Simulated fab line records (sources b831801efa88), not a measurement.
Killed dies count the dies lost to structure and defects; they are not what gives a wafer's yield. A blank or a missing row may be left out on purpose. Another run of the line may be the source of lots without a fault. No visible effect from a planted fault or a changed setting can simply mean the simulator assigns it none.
fab line records / flow sfq_line
record: lots: 6 wafers: 18 last_day: 87
route steps=325 shown I0@57 M1@58
lots that met no fault: taken from a fault-free run of the same line
start_h: start of the lot's first displayed wafer, in hours after the record's first day / wait_h: hours since the lot's step before / " the same as in the row above / L1.1+2: one row covering several wafers at once / - either no value or no given start / * or withheld: withheld / < > ~ a bound
route shown NAME@n: a module of which the file shows steps, and the number in the route of the first / usual: mean/standard deviation taken from wafers without a fault / same: alike in all rows / chamber/n: place in a boat / sites: each site's reading / _std_site: their standard deviation / _edge_site: inner sites' mean taken away from outer sites' mean / radius_mm: for every site, how far away it sits from the centre of the wafer / mask NAME#n: copy n / behind: the last tool/chamber to shape the wafer / hold: cause of the lot's hold/its duration in hours/its outcome / device: the transistor (n, p or np) that didn't switch / end of line: the tests these same wafers got at the end of their route / a step without rows: its recipe alone / killed: not the wafer's yield, but the dies lost to structure and defects at the first sort / map: the dies of a wafer, with x for killed, . for not killed, _ for no die there
set.NAME: the setting the step ran with; set.NAME@STEP: the setting that earlier step ran with / model.NAME: the simulator's own value behind a step, which no gauge read
lots at selected steps of the route; one table per step, one row per wafer
services: the hour from which a tool's chamber was out of use, counted from the record's first day as start_h (under 0 if before that day), plus the number of hours and why
== steps ==
step: SFQ_TRILAYER_I0_VIA_STRIP_SOLV_CLEAN_036
recipe: chemistry: NMP temp_c: 70 time_s: 600
step: SFQ_TRILAYER_M1_DEP_PRE_CLEAN_038
recipe: gas: Ar time_s: 22.5 bias_v: 250
step: SFQ_TRILAYER_M1_DEP_SPUTTER_037
recipe: material: Nb base_pressure_pa: 1.33e-06 chamber_pressure_pa: 0.1333 substrate_temp_c: 20 resputter_cathode_voltage_v: 400 target_thk_nm: 200 power_w: 2000 time_s: 133.3
usual: throttle_valve_pct: 29.9/0.8
lot.wafer=L761.1 tool=pvd_sputter-03 chamber=- start_h=435.58 wait_h=0.0 throttle_valve_pct=31.1
lot.wafer=L761.3 tool=pvd_sputter-03 chamber=- start_h=435.58 wait_h=0.0 throttle_valve_pct=29.4
lot.wafer=L761.6 tool=pvd_sputter-03 chamber=- start_h=435.58 wait_h=0.0 throttle_valve_pct=29.0
lot.wafer=L765.1 tool=pvd_sputter-05 chamber=- start_h=475.58 wait_h=0.0 throttle_valve_pct=29.8
lot.wafer=L765.5 tool=pvd_sputter-05 chamber=- start_h=475.58 wait_h=0.0 throttle_valve_pct=29.5
lot.wafer=L765.6 tool=pvd_sputter-05 chamber=- start_h=475.58 wait_h=0.0 throttle_valve_pct=29.5
lot.wafer=L773.1 tool=pvd_sputter-05 chamber=- start_h=549.88 wait_h=0.0 throttle_valve_pct=29.5
lot.wafer=L773.5 tool=pvd_sputter-05 chamber=- start_h=549.88 wait_h=0.0 throttle_valve_pct=29.7
lot.wafer=L773.6 tool=pvd_sputter-05 chamber=- start_h=549.88 wait_h=0.0 throttle_valve_pct=30.0
lot.wafer=L776.1 tool=pvd_sputter-03 chamber=- start_h=594.25 wait_h=0.0 throttle_valve_pct=31.0
lot.wafer=L776.3 tool=pvd_sputter-03 chamber=- start_h=594.25 wait_h=0.0 throttle_valve_pct=29.5
lot.wafer=L776.5 tool=pvd_sputter-03 chamber=- start_h=594.25 wait_h=0.0 throttle_valve_pct=28.6
lot.wafer=L780.4 tool=pvd_sputter-06 chamber=- start_h=622.85 wait_h=0.0 throttle_valve_pct=29.1
lot.wafer=L780.5 tool=pvd_sputter-06 chamber=- start_h=622.85 wait_h=0.0 throttle_valve_pct=29.5
lot.wafer=L780.6 tool=pvd_sputter-06 chamber=- start_h=622.85 wait_h=0.0 throttle_valve_pct=29.6
lot.wafer=L782.1 tool=pvd_sputter-06 chamber=- start_h=634.85 wait_h=0.0 throttle_valve_pct=29.2
lot.wafer=L782.2 tool=pvd_sputter-06 chamber=- start_h=634.85 wait_h=0.0 throttle_valve_pct=29.9
lot.wafer=L782.4 tool=pvd_sputter-06 chamber=- start_h=634.85 wait_h=0.0 throttle_valve_pct=29.2
step: SFQ_M1_RS_MEAS_909
recipe: thk_meas_gauge: four-point-probe reads: Nb_of_TRILAYER_M1_DEP_SPUTTER_037
usual: M1_NB_RS: 0.895/0.0094
lot.wafer=L761.1 tool=film_metro-01 chamber=- start_h=435.67 wait_h=0.0 M1_NB_RS[ohm/sq]=0.911
lot.wafer=L761.3 tool=film_metro-01 chamber=- start_h=435.67 wait_h=0.0 M1_NB_RS[ohm/sq]=0.913
lot.wafer=L761.6 tool=film_metro-01 chamber=- start_h=435.67 wait_h=0.0 M1_NB_RS[ohm/sq]=0.906
lot.wafer=L765.1 tool=film_metro-01 chamber=- start_h=475.67 wait_h=0.0 M1_NB_RS[ohm/sq]=0.905
lot.wafer=L765.5 tool=film_metro-01 chamber=- start_h=475.67 wait_h=0.0 M1_NB_RS[ohm/sq]=0.898
lot.wafer=L765.6 tool=film_metro-01 chamber=- start_h=475.67 wait_h=0.0 M1_NB_RS[ohm/sq]=0.900
lot.wafer=L773.1 tool=film_metro-01 chamber=- start_h=549.97 wait_h=0.0 M1_NB_RS[ohm/sq]=0.891
lot.wafer=L773.5 tool=film_metro-01 chamber=- start_h=549.97 wait_h=0.0 M1_NB_RS[ohm/sq]=0.892
lot.wafer=L773.6 tool=film_metro-01 chamber=- start_h=549.97 wait_h=0.0 M1_NB_RS[ohm/sq]=0.897
lot.wafer=L776.1 tool=film_metro-04 chamber=- start_h=594.34 wait_h=0.0 M1_NB_RS[ohm/sq]=0.878
lot.wafer=L776.3 tool=film_metro-04 chamber=- start_h=594.34 wait_h=0.0 M1_NB_RS[ohm/sq]=0.879
lot.wafer=L776.5 tool=film_metro-04 chamber=- start_h=594.34 wait_h=0.0 M1_NB_RS[ohm/sq]=0.889
lot.wafer=L780.4 tool=film_metro-03 chamber=- start_h=623.00 wait_h=0.1 M1_NB_RS[ohm/sq]=0.907
lot.wafer=L780.5 tool=film_metro-03 chamber=- start_h=623.00 wait_h=0.1 M1_NB_RS[ohm/sq]=0.904
lot.wafer=L780.6 tool=film_metro-03 chamber=- start_h=623.00 wait_h=0.1 M1_NB_RS[ohm/sq]=0.911
lot.wafer=L782.1 tool=film_metro-01 chamber=- start_h=634.94 wait_h=0.0 M1_NB_RS[ohm/sq]=0.886
lot.wafer=L782.2 tool=film_metro-01 chamber=- start_h=634.94 wait_h=0.0 M1_NB_RS[ohm/sq]=0.898
lot.wafer=L782.4 tool=film_metro-01 chamber=- start_h=634.94 wait_h=0.0 M1_NB_RS[ohm/sq]=0.895
step: SFQ_TRILAYER_M1_LITHO_COAT_044
recipe: resist: BARC spin_rpm: 3000 resist_thk_nm: 62
step: SFQ_TRILAYER_M1_LITHO_COAT_039
recipe: resist: KrF spin_rpm: 3000 resist_thk_nm: 600
step: SFQ_TRILAYER_M1_LITHO_SOFTBAKE_043
recipe: temp_c: withheld time_s: withheld resist: KrF
step: SFQ_TRILAYER_M1_LITHO_EXPOSE_040
recipe: mask_id: M1 na: 0.6 source_shape: conventional sigma_outer: 0.65 target_cd_nm: 500 dose_mj: 14.4
step: SFQ_TRILAYER_M1_LITHO_PEB_042
recipe: peb_temp_c: 115 peb_time_s: 60 resist: KrF
step: SFQ_TRILAYER_M1_LITHO_DEVELOP_041
recipe: time_s: 60 resist: KrF
step: SFQ_M1_OVL_MEAS_911
usual: M1_OVL: 0/6.3
lot.wafer=L761.1 tool=overlay-02 chamber=- start_h=599.06 wait_h=0.1 M1_OVL[nm]=-1
lot.wafer=L761.3 tool=overlay-02 chamber=- start_h=599.06 wait_h=0.1 M1_OVL[nm]=-6
lot.wafer=L761.6 tool=overlay-02 chamber=- start_h=599.06 wait_h=0.1 M1_OVL[nm]=6
lot.wafer=L765.1 tool=overlay-01 chamber=- start_h=626.66 wait_h=0.1 M1_OVL[nm]=-5
lot.wafer=L765.5 tool=overlay-01 chamber=- start_h=626.66 wait_h=0.1 M1_OVL[nm]=-3
lot.wafer=L765.6 tool=overlay-01 chamber=- start_h=626.66 wait_h=0.1 M1_OVL[nm]=-6
lot.wafer=L773.1 tool=overlay-02 chamber=- start_h=685.38 wait_h=0.1 M1_OVL[nm]=-9
lot.wafer=L773.5 tool=overlay-02 chamber=- start_h=685.38 wait_h=0.1 M1_OVL[nm]=-9
lot.wafer=L773.6 tool=overlay-02 chamber=- start_h=685.38 wait_h=0.1 M1_OVL[nm]=-6
lot.wafer=L776.1 tool=overlay-01 chamber=- start_h=717.96 wait_h=0.1 M1_OVL[nm]=-8
lot.wafer=L776.3 tool=overlay-01 chamber=- start_h=717.96 wait_h=0.1 M1_OVL[nm]=-15
lot.wafer=L776.5 tool=overlay-01 chamber=- start_h=717.96 wait_h=0.1 M1_OVL[nm]=-3
lot.wafer=L780.4 tool=overlay-01 chamber=- start_h=745.57 wait_h=0.1 M1_OVL[nm]=5
lot.wafer=L780.5 tool=overlay-01 chamber=- start_h=745.57 wait_h=0.1 M1_OVL[nm]=-5
lot.wafer=L780.6 tool=overlay-01 chamber=- start_h=745.57 wait_h=0.1 M1_OVL[nm]=8
lot.wafer=L782.1 tool=overlay-02 chamber=- start_h=758.76 wait_h=0.1 M1_OVL[nm]=8
lot.wafer=L782.2 tool=overlay-02 chamber=- start_h=758.76 wait_h=0.1 M1_OVL[nm]=-3
lot.wafer=L782.4 tool=overlay-02 chamber=- start_h=758.76 wait_h=0.1 M1_OVL[nm]=-2
step: SFQ_TRILAYER_M1_BARC_OPEN_METAL_ETCH_054
recipe: mask_material: PR chemistry: O2 target_depth_nm: 125 target: BARC icp_w: 600 bias_w: 80 pressure_mtorr: 10 time_s: 41.7
usual: drypump_motor_current_A: 5.8/0.38 oes_product_au: 0.685/0.0053 rf_fwd_power_W: 592.6/2.7
lot.wafer=L761.1 tool=rie_metal-03 chamber=0 start_h=599.09 wait_h=0.0 drypump_motor_current_A=5.5 oes_product_au=0.682 rf_fwd_power_W=593.9 rf_hours_counter_h=52 model.KrF_of_TRILAYER_M1_LITHO_COAT_039.thk_nm=522.3
lot.wafer=L761.3 tool=rie_metal-03 chamber=0 start_h=599.09 wait_h=0.0 drypump_motor_current_A=5.5 oes_product_au=0.690 rf_fwd_power_W=593.0 rf_hours_counter_h=- model.KrF_of_TRILAYER_M1_LITHO_COAT_039.thk_nm=522.1
lot.wafer=L761.6 tool=rie_metal-03 chamber=0 start_h=599.09 wait_h=0.0 drypump_motor_current_A=5.5 oes_product_au=0.680 rf_fwd_power_W=595.3 rf_hours_counter_h=- model.KrF_of_TRILAYER_M1_LITHO_COAT_039.thk_nm=524.1
lot.wafer=L765.1 tool=rie_metal-04 chamber=1 start_h=626.69 wait_h=0.0 drypump_motor_current_A=5.3 oes_product_au=0.685 rf_fwd_power_W=593.5 rf_hours_counter_h=13 model.KrF_of_TRILAYER_M1_LITHO_COAT_039.thk_nm=523.7
lot.wafer=L765.5 tool=rie_metal-04 chamber=1 start_h=626.69 wait_h=0.0 drypump_motor_current_A=5.3 oes_product_au=0.678 rf_fwd_power_W=594.5 rf_hours_counter_h=- model.KrF_of_TRILAYER_M1_LITHO_COAT_039.thk_nm=522.4
lot.wafer=L765.6 tool=rie_metal-04 chamber=0 start_h=626.69 wait_h=0.0 drypump_motor_current_A=5.9 oes_product_au=0.699 rf_fwd_power_W=585.5 rf_hours_counter_h=- model.KrF_of_TRILAYER_M1_LITHO_COAT_039.thk_nm=521.9
lot.wafer=L773.1 tool=rie_metal-04 chamber=1 start_h=685.42 wait_h=0.0 drypump_motor_current_A=5.4 oes_product_au=0.686 rf_fwd_power_W=492.1 rf_hours_counter_h=22 model.KrF_of_TRILAYER_M1_LITHO_COAT_039.thk_nm=530.2
lot.wafer=L773.5 tool=rie_metal-04 chamber=1 start_h=685.42 wait_h=0.0 drypump_motor_current_A=5.4 oes_product_au=0.683 rf_fwd_power_W=492.1 rf_hours_counter_h=- model.KrF_of_TRILAYER_M1_LITHO_COAT_039.thk_nm=530.6
lot.wafer=L773.6 tool=rie_metal-04 chamber=0 start_h=685.42 wait_h=0.0 drypump_motor_current_A=5.9 oes_product_au=0.680 rf_fwd_power_W=589.1 rf_hours_counter_h=- model.KrF_of_TRILAYER_M1_LITHO_COAT_039.thk_nm=522.2
lot.wafer=L776.1 tool=rie_metal-04 chamber=1 start_h=717.99 wait_h=0.0 drypump_motor_current_A=5.4 oes_product_au=0.685 rf_fwd_power_W=498.4 rf_hours_counter_h=28 model.KrF_of_TRILAYER_M1_LITHO_COAT_039.thk_nm=528.3
lot.wafer=L776.3 tool=rie_metal-04 chamber=1 start_h=717.99 wait_h=0.0 drypump_motor_current_A=5.4 oes_product_au=0.682 rf_fwd_power_W=500.0 rf_hours_counter_h=- model.KrF_of_TRILAYER_M1_LITHO_COAT_039.thk_nm=529.6
lot.wafer=L776.5 tool=rie_metal-04 chamber=0 start_h=717.99 wait_h=0.0 drypump_motor_current_A=5.9 oes_product_au=0.686 rf_fwd_power_W=589.4 rf_hours_counter_h=- model.KrF_of_TRILAYER_M1_LITHO_COAT_039.thk_nm=522.4
lot.wafer=L780.4 tool=rie_metal-03 chamber=0 start_h=745.61 wait_h=0.0 drypump_motor_current_A=5.6 oes_product_au=0.684 rf_fwd_power_W=595.0 rf_hours_counter_h=- model.KrF_of_TRILAYER_M1_LITHO_COAT_039.thk_nm=523.2
lot.wafer=L780.5 tool=rie_metal-03 chamber=0 start_h=745.61 wait_h=0.0 drypump_motor_current_A=5.6 oes_product_au=0.688 rf_fwd_power_W=594.7 rf_hours_counter_h=- model.KrF_of_TRILAYER_M1_LITHO_COAT_039.thk_nm=522.5
lot.wafer=L780.6 tool=rie_metal-03 chamber=1 start_h=745.61 wait_h=0.0 drypump_motor_current_A=6.1 oes_product_au=0.683 rf_fwd_power_W=590.4 rf_hours_counter_h=- model.KrF_of_TRILAYER_M1_LITHO_COAT_039.thk_nm=521.5
lot.wafer=L782.1 tool=rie_metal-03 chamber=1 start_h=758.79 wait_h=0.0 drypump_motor_current_A=6.2 oes_product_au=0.688 rf_fwd_power_W=587.9 rf_hours_counter_h=56 model.KrF_of_TRILAYER_M1_LITHO_COAT_039.thk_nm=521.3
lot.wafer=L782.2 tool=rie_metal-03 chamber=0 start_h=758.79 wait_h=0.0 drypump_motor_current_A=5.6 oes_product_au=0.683 rf_fwd_power_W=593.3 rf_hours_counter_h=77 model.KrF_of_TRILAYER_M1_LITHO_COAT_039.thk_nm=522.6
lot.wafer=L782.4 tool=rie_metal-03 chamber=0 start_h=758.79 wait_h=0.0 drypump_motor_current_A=5.6 oes_product_au=0.689 rf_fwd_power_W=594.8 rf_hours_counter_h=- model.KrF_of_TRILAYER_M1_LITHO_COAT_039.thk_nm=522.9
step: SFQ_TRILAYER_M1_ETCH_METAL_ETCH_042
recipe: target: Nb stop_on: SiO2 mask_material: PR chemistry: Cl2/Ar target_depth_nm: 240 icp_w: 600 bias_w: 80 pressure_mtorr: 10 time_s: 120
usual: drypump_motor_current_A: 5.8/0.38 oes_product_au: 0.891/0.0072 rf_fwd_power_W: 596.5/2
lot.wafer=L761.1 tool=rie_metal-03 chamber=0 start_h=599.15 wait_h=0.0 drypump_motor_current_A=5.6 oes_product_au=0.891 rf_fwd_power_W=597.3 rf_hours_counter_h=52 model.KrF_of_TRILAYER_M1_LITHO_COAT_039.thk_nm=380.2
lot.wafer=L761.3 tool=rie_metal-03 chamber=0 start_h=599.15 wait_h=0.0 drypump_motor_current_A=5.6 oes_product_au=0.881 rf_fwd_power_W=597.5 rf_hours_counter_h=- model.KrF_of_TRILAYER_M1_LITHO_COAT_039.thk_nm=379.4
lot.wafer=L761.6 tool=rie_metal-03 chamber=0 start_h=599.15 wait_h=0.0 drypump_motor_current_A=5.6 oes_product_au=0.892 rf_fwd_power_W=596.5 rf_hours_counter_h=- model.KrF_of_TRILAYER_M1_LITHO_COAT_039.thk_nm=383.6
lot.wafer=L765.1 tool=rie_metal-04 chamber=1 start_h=626.75 wait_h=0.0 drypump_motor_current_A=5.4 oes_product_au=0.887 rf_fwd_power_W=594.4 rf_hours_counter_h=13 model.KrF_of_TRILAYER_M1_LITHO_COAT_039.thk_nm=382.9
lot.wafer=L765.5 tool=rie_metal-04 chamber=1 start_h=626.75 wait_h=0.0 drypump_motor_current_A=5.3 oes_product_au=0.882 rf_fwd_power_W=596.0 rf_hours_counter_h=- model.KrF_of_TRILAYER_M1_LITHO_COAT_039.thk_nm=383.3
lot.wafer=L765.6 tool=rie_metal-04 chamber=0 start_h=626.75 wait_h=0.0 drypump_motor_current_A=5.9 oes_product_au=0.901 rf_fwd_power_W=594.6 rf_hours_counter_h=- model.KrF_of_TRILAYER_M1_LITHO_COAT_039.thk_nm=383.8
lot.wafer=L773.1 tool=rie_metal-04 chamber=1 start_h=685.48 wait_h=0.0 drypump_motor_current_A=5.4 oes_product_au=0.890 rf_fwd_power_W=595.4 rf_hours_counter_h=22 model.KrF_of_TRILAYER_M1_LITHO_COAT_039.thk_nm=388.6
lot.wafer=L773.5 tool=rie_metal-04 chamber=1 start_h=685.48 wait_h=0.0 drypump_motor_current_A=5.3 oes_product_au=0.896 rf_fwd_power_W=596.1 rf_hours_counter_h=- model.KrF_of_TRILAYER_M1_LITHO_COAT_039.thk_nm=388.3
lot.wafer=L773.6 tool=rie_metal-04 chamber=0 start_h=685.48 wait_h=0.0 drypump_motor_current_A=5.9 oes_product_au=0.883 rf_fwd_power_W=595.1 rf_hours_counter_h=- model.KrF_of_TRILAYER_M1_LITHO_COAT_039.thk_nm=383.1
lot.wafer=L776.1 tool=rie_metal-04 chamber=1 start_h=718.05 wait_h=0.0 drypump_motor_current_A=5.4 oes_product_au=0.897 rf_fwd_power_W=594.6 rf_hours_counter_h=28 model.KrF_of_TRILAYER_M1_LITHO_COAT_039.thk_nm=384.4
lot.wafer=L776.3 tool=rie_metal-04 chamber=1 start_h=718.05 wait_h=0.0 drypump_motor_current_A=5.4 oes_product_au=0.902 rf_fwd_power_W=595.6 rf_hours_counter_h=- model.KrF_of_TRILAYER_M1_LITHO_COAT_039.thk_nm=386.3
lot.wafer=L776.5 tool=rie_metal-04 chamber=0 start_h=718.05 wait_h=0.0 drypump_motor_current_A=5.9 oes_product_au=0.885 rf_fwd_power_W=595.3 rf_hours_counter_h=- model.KrF_of_TRILAYER_M1_LITHO_COAT_039.thk_nm=382.8
lot.wafer=L780.4 tool=rie_metal-03 chamber=0 start_h=745.69 wait_h=0.1 drypump_motor_current_A=5.6 oes_product_au=0.879 rf_fwd_power_W=597.6 rf_hours_counter_h=- model.KrF_of_TRILAYER_M1_LITHO_COAT_039.thk_nm=381.1
lot.wafer=L780.5 tool=rie_metal-03 chamber=0 start_h=745.69 wait_h=0.1 drypump_motor_current_A=5.6 oes_product_au=0.882 rf_fwd_power_W=596.6 rf_hours_counter_h=- model.KrF_of_TRILAYER_M1_LITHO_COAT_039.thk_nm=382.2
lot.wafer=L780.6 tool=rie_metal-03 chamber=1 start_h=745.69 wait_h=0.1 drypump_motor_current_A=6.1 oes_product_au=0.884 rf_fwd_power_W=597.0 rf_hours_counter_h=- model.KrF_of_TRILAYER_M1_LITHO_COAT_039.thk_nm=380
lot.wafer=L782.1 tool=rie_metal-03 chamber=1 start_h=758.85 wait_h=0.0 drypump_motor_current_A=6.1 oes_product_au=0.892 rf_fwd_power_W=599.0 rf_hours_counter_h=56 model.KrF_of_TRILAYER_M1_LITHO_COAT_039.thk_nm=378.8
lot.wafer=L782.2 tool=rie_metal-03 chamber=0 start_h=758.85 wait_h=0.0 drypump_motor_current_A=5.6 oes_product_au=0.889 rf_fwd_power_W=595.4 rf_hours_counter_h=77 model.KrF_of_TRILAYER_M1_LITHO_COAT_039.thk_nm=379.8
lot.wafer=L782.4 tool=rie_metal-03 chamber=0 start_h=758.85 wait_h=0.0 drypump_motor_current_A=5.6 oes_product_au=0.900 rf_fwd_power_W=599.8 rf_hours_counter_h=- model.KrF_of_TRILAYER_M1_LITHO_COAT_039.thk_nm=380.8
step: SFQ_TRILAYER_M1_STRIP_STRIP_043
recipe: gas: O2 power_w: 200 platen_temp_c: 40 overash_fraction: 0.65 chemistry: O2 pressure_mtorr: 50
usual: drypump_motor_current_A: 5.8/0.38 oes_product_au: 0.999/0.008
same: overash_fraction: 0.65
lot.wafer=L761.1 tool=rie_metal-03 chamber=0 start_h=599.28 wait_h=0.1 drypump_motor_current_A=5.6 oes_product_au=1.007 rf_hours_counter_h=52
lot.wafer=L761.3 tool=rie_metal-03 chamber=0 start_h=599.28 wait_h=0.1 drypump_motor_current_A=5.6 oes_product_au=1.007 rf_hours_counter_h=-
lot.wafer=L761.6 tool=rie_metal-03 chamber=0 start_h=599.28 wait_h=0.1 drypump_motor_current_A=5.6 oes_product_au=0.998 rf_hours_counter_h=-
lot.wafer=L765.1 tool=rie_metal-04 chamber=1 start_h=626.88 wait_h=0.1 drypump_motor_current_A=5.3 oes_product_au=0.993 rf_hours_counter_h=13
lot.wafer=L765.5 tool=rie_metal-04 chamber=1 start_h=626.88 wait_h=0.1 drypump_motor_current_A=5.3 oes_product_au=0.992 rf_hours_counter_h=-
lot.wafer=L765.6 tool=rie_metal-04 chamber=0 start_h=626.88 wait_h=0.1 drypump_motor_current_A=5.8 oes_product_au=0.981 rf_hours_counter_h=-
lot.wafer=L773.1 tool=rie_metal-04 chamber=1 start_h=685.60 wait_h=0.1 drypump_motor_current_A=5.3 oes_product_au=1.001 rf_hours_counter_h=23
lot.wafer=L773.5 tool=rie_metal-04 chamber=1 start_h=685.60 wait_h=0.1 drypump_motor_current_A=5.4 oes_product_au=1.001 rf_hours_counter_h=-
lot.wafer=L773.6 tool=rie_metal-04 chamber=0 start_h=685.60 wait_h=0.1 drypump_motor_current_A=5.9 oes_product_au=0.996 rf_hours_counter_h=-
lot.wafer=L776.1 tool=rie_metal-04 chamber=1 start_h=718.18 wait_h=0.1 drypump_motor_current_A=5.4 oes_product_au=1.008 rf_hours_counter_h=28
lot.wafer=L776.3 tool=rie_metal-04 chamber=1 start_h=718.18 wait_h=0.1 drypump_motor_current_A=5.4 oes_product_au=1.011 rf_hours_counter_h=-
lot.wafer=L776.5 tool=rie_metal-04 chamber=0 start_h=718.18 wait_h=0.1 drypump_motor_current_A=5.9 oes_product_au=0.996 rf_hours_counter_h=-
lot.wafer=L780.4 tool=rie_metal-03 chamber=0 start_h=745.98 wait_h=0.2 drypump_motor_current_A=5.6 oes_product_au=1.007 rf_hours_counter_h=-
lot.wafer=L780.5 tool=rie_metal-03 chamber=0 start_h=745.98 wait_h=0.2 drypump_motor_current_A=5.5 oes_product_au=1.000 rf_hours_counter_h=-
lot.wafer=L780.6 tool=rie_metal-03 chamber=1 start_h=745.98 wait_h=0.2 drypump_motor_current_A=6.1 oes_product_au=1.005 rf_hours_counter_h=-
lot.wafer=L782.1 tool=rie_metal-03 chamber=1 start_h=758.98 wait_h=0.1 drypump_motor_current_A=6.1 oes_product_au=1.007 rf_hours_counter_h=56
lot.wafer=L782.2 tool=rie_metal-03 chamber=0 start_h=758.98 wait_h=0.1 drypump_motor_current_A=5.6 oes_product_au=0.995 rf_hours_counter_h=77
lot.wafer=L782.4 tool=rie_metal-03 chamber=0 start_h=758.98 wait_h=0.1 drypump_motor_current_A=5.6 oes_product_au=1.009 rf_hours_counter_h=-
== services ==
tool=pvd_sputter-06 chamber=- start_h=430.60 hours=8.9 kind=repair
tool=pvd_sputter-03 chamber=- start_h=457.10 hours=1.5 kind=repair
tool=rie_metal-04 chamber=0 start_h=457.82 hours=6.0 kind=repair
tool=rie_metal-04 chamber=1 start_h=458.97 hours=20.1 kind=repair
tool=pvd_sputter-05 chamber=- start_h=466.76 hours=2.5 kind=repair
tool=pvd_sputter-03 chamber=- start_h=472.38 hours=1.8 kind=repair
tool=pvd_sputter-05 chamber=- start_h=477.67 hours=3.8 kind=repair
tool=pvd_sputter-03 chamber=- start_h=495.54 hours=6.2 kind=repair
tool=pvd_sputter-05 chamber=1 start_h=518.75 hours=- kind=consumable_replace:kit
tool=pvd_sputter-05 chamber=1 start_h=518.75 hours=18.0 kind=scheduled_down
tool=pvd_sputter-05 chamber=1 start_h=518.75 hours=18.0 kind=vent_cycle
tool=rie_metal-04 chamber=1 start_h=522.55 hours=- kind=clean
tool=rie_metal-04 chamber=1 start_h=522.55 hours=29.5 kind=scheduled_down
tool=rie_metal-04 chamber=1 start_h=522.55 hours=29.5 kind=vent_cycle
tool=rie_metal-04 chamber=0 start_h=543.92 hours=37.1 kind=repair
tool=rie_metal-03 chamber=- start_h=544.05 hours=1.4 kind=repair
tool=pvd_sputter-03 chamber=2 start_h=602.44 hours=- kind=consumable_replace:kit
tool=pvd_sputter-03 chamber=- start_h=608.58 hours=0.5 kind=repair
tool=pvd_sputter-03 chamber=- start_h=610.44 hours=3.4 kind=repair
tool=pvd_sputter-06 chamber=- start_h=617.46 hours=5.3 kind=repair
tool=rie_metal-03 chamber=- start_h=628.69 hours=0.4 kind=repair
tool=rie_metal-03 chamber=1 start_h=659.17 hours=1.6 kind=repair
tool=rie_metal-03 chamber=0 start_h=688.31 hours=6.8 kind=repair
tool=pvd_sputter-03 chamber=- start_h=735.72 hours=18.1 kind=repair
== key ==
first_sign: step: SFQ_TRILAYER_M1_BARC_OPEN_METAL_ETCH_054 reading: rf_fwd_power_W direction: down sigmas: 35 usual: 592.6 struck: 495.6
effect none on later readings
model_effect: step: SFQ_TRILAYER_M1_BARC_OPEN_METAL_ETCH_054 value: KrF_of_TRILAYER_M1_LITHO_COAT_039.thk_nm without: 522.2 struck: 529.7
model_effect: step: SFQ_TRILAYER_M1_ETCH_METAL_ETCH_042 value: KrF_of_TRILAYER_M1_LITHO_COAT_039.thk_nm without: 379.4 struck: 386.9
met_at SFQ_TRILAYER_M1_BARC_OPEN_METAL_ETCH_054
struck_wafers L773.1,L773.5,L776.1,L776.3
onset_between 626.69 685.42
fault: kind: process_parameter_drift tool: rie_metal-04 chamber: 1 onset_h: 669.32 steps: SFQ_TRILAYER_M1_BARC_OPEN_METAL_ETCH_054 channel: icp_w offset: -96 shape: step end_h: 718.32 acts_in: these_recipes_only stated: 600
